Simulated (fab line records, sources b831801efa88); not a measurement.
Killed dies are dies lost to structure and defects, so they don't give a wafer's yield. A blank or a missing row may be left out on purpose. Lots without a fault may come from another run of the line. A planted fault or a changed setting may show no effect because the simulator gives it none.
Which tool did it? | flow gf180mcu | 14 lots, 42 wafers sampled, at 4 steps of a route of 602

WHAT THE GAUGES READ, wafer by wafer
GF_V5_THK_MEAS_01.
lot  | measured     | on            | V5_CVD_00_THK (nm)
L864 | day 26 01:44 | film_metro-04 | 301.6 303.0 299.2
L865 | day 26 17:58 | film_metro-03 | 304.3 301.5 295.9
L866 | day 26 22:04 | film_metro-03 | 301.7 297.4 300.1
L867 | day 27 07:13 | film_metro-02 | 298.7 296.2 298.1
L869 | day 27 22:49 | film_metro-02 | 297.2 300.0 300.5
L874 | day 29 12:49 | film_metro-03 | 299.9 298.4 302.2
L875 | day 29 21:17 | film_metro-04 | 291.3 294.0 297.0
L876 | day 30 02:32 | film_metro-03 | 298.9 298.2 299.3
L879 | day 31 01:10 | film_metro-03 | 301.6 296.6 300.3
L881 | day 31 15:19 | film_metro-03 | 299.1 301.7 299.4
L882 | day 31 18:44 | film_metro-02 | 302.3 301.7 297.6
L885 | day 32 10:07 | film_metro-04 | 299.1 297.1 296.2
L886 | day 32 14:25 | film_metro-04 | 297.5 300.8 296.5
L887 | day 32 22:52 | film_metro-03 | 302.2 298.9 301.9

GF_V5_THK_MEAS_03.
lot  | measured     | on            | V5_CVD_02_THK (nm)
L864 | day 26 01:54 | film_metro-03 | 1423 1466 1439
L865 | day 26 18:08 | film_metro-02 | 1445 1480 1463
L866 | day 26 22:14 | film_metro-04 | 1453 1418 1458
L867 | day 27 07:23 | film_metro-02 | 1456 1449 1441
L869 | day 27 22:59 | film_metro-03 | 1438 1426 1464
L874 | day 29 12:59 | film_metro-04 | 1447 1415 1451
L875 | day 29 21:27 | film_metro-03 | 1435 1435 1469
L876 | day 30 02:42 | film_metro-02 | 1444 1435 1461
L879 | day 31 01:20 | film_metro-03 | 1434 1434 1439
L881 | day 31 15:29 | film_metro-02 | 1432 1428 1443
L882 | day 31 18:54 | film_metro-02 | 1452 1476 1465
L885 | day 32 10:17 | film_metro-03 | 1451 1426 1467
L886 | day 32 14:35 | film_metro-02 | 1441 1456 1476
L887 | day 32 23:02 | film_metro-02 | 1423 1436 1438

GF_TOP_METAL_THK_MEAS_06: measures by xrf.
lot  | measured     | on            | TOP_METAL_ALCU_THK (nm)
L864 | day 27 00:40 | film_metro-03 | 888 883 894
L865 | day 27 16:54 | film_metro-02 | 882 899 883
L866 | day 27 20:31 | film_metro-03 | 869 877 873
L867 | day 28 05:17 | film_metro-02 | 882 881 874
L869 | day 28 20:50 | film_metro-02 | 874 871 879
L874 | day 30 09:19 | film_metro-02 | 889 874 890
L875 | day 30 18:25 | film_metro-01 | 873 880 877
L876 | day 30 22:25 | film_metro-03 | 883 877 892
L879 | day 31 21:00 | film_metro-03 | 901 883 883
L881 | day 32 11:14 | film_metro-03 | 886 882 872
L882 | day 32 13:44 | film_metro-01 | 885 871 885
L885 | day 33 04:16 | film_metro-03 | 884 875 870
L886 | day 33 09:32 | film_metro-03 | 905 890 888
L887 | day 33 17:03 | film_metro-03 | 885 869 868

WHICH TOOL RAN EACH LOT (tool, then ch and the chambers of the sampled wafers, then the start)
lot  | GF_V5_CMP_04
L864 | cmp-02 ch 0,1,3, day 26 01:57
L865 | cmp-02 ch 0,1, day 26 18:14
L866 | cmp-01 ch 0,2, day 26 22:17
L867 | cmp-02 ch 0,1,3, day 27 07:26
L869 | cmp-01 ch 0,1,2, day 27 23:08
L874 | cmp-02 ch 0,2, day 29 13:05
L875 | cmp-02 ch 0,1,2, day 29 21:37
L876 | cmp-02 ch 0,3, day 30 02:45
L879 | cmp-01 ch 1,2, day 31 01:23
L881 | cmp-01 ch 0,3, day 31 15:35
L882 | cmp-01 ch 1,2, day 31 18:59
L885 | cmp-01 ch 1,2,3, day 32 10:23
L886 | cmp-01 ch 2,3, day 32 14:38
L887 | cmp-02 ch 0,3, day 32 23:08
- GF_V5_CMP_04: polishes SiO2.

WHAT THE TOOLS THEMSELVES READ (means of the sampled wafers that have a number; where no wafer has one, the mark that the record gives instead)
GF_V5_CMP_04.
lot  | tool   | edge_zone_pressure_frac | head_pressure_psi (psi) | motor_current_A (A)
L864 | cmp-02 | 1.007                   | 4.000                   | 12.2
L865 | cmp-02 | 0.996                   | 4.004                   | 13.0
L866 | cmp-01 | 0.996                   | 3.995                   | 10.6
L867 | cmp-02 | 0.993                   | 4.005                   | 12.6
L869 | cmp-01 | 0.996                   | 4.008                   | 11.4
L874 | cmp-02 | 0.998                   | 3.994                   | 10.0
L875 | cmp-02 | 1.002                   | 4.004                   | 11.7
L876 | cmp-02 | 1.007                   | 4.014                   | 10.8
L879 | cmp-01 | 0.999                   | 3.998                   | 11.9
L881 | cmp-01 | 1.000                   | 3.998                   | 11.8
L882 | cmp-01 | 0.999                   | 4.005                   | 12.4
L885 | cmp-01 | 1.001                   | 3.999                   | 12.6
L886 | cmp-01 | 1.001                   | 3.989                   | 12.9
L887 | cmp-02 | 0.998                   | 3.990                   | 12.5

THE ANSWER, worked out from the rows above alone
Rule: what is usual is taken from the lots themselves. Put in order of their means at a reading, lots are off if they are a third of the lots or fewer, leave a main group of 4 or more, and stand apart from it by a gap of 3 or more times the standard deviation of the main group's means; of several such gaps the widest counts. A main group whose means are all the same, to the digits that the tables above print for the reading, isn't used. A lot without any number at a reading at which 4 lots or more have one is off too. The other lots that the step has rows for count as sound. The gauges are gone through in route order, then the tools' own readings, and for those a lot's mean is taken as printed above. The first step at which some lot is off is used, and at that step the reading that is off furthest; a lot without a number counts as furthest.
No lot is off at any reading shown: from this, nothing can be told.

WHAT THE SIMULATOR HAD PUT IN
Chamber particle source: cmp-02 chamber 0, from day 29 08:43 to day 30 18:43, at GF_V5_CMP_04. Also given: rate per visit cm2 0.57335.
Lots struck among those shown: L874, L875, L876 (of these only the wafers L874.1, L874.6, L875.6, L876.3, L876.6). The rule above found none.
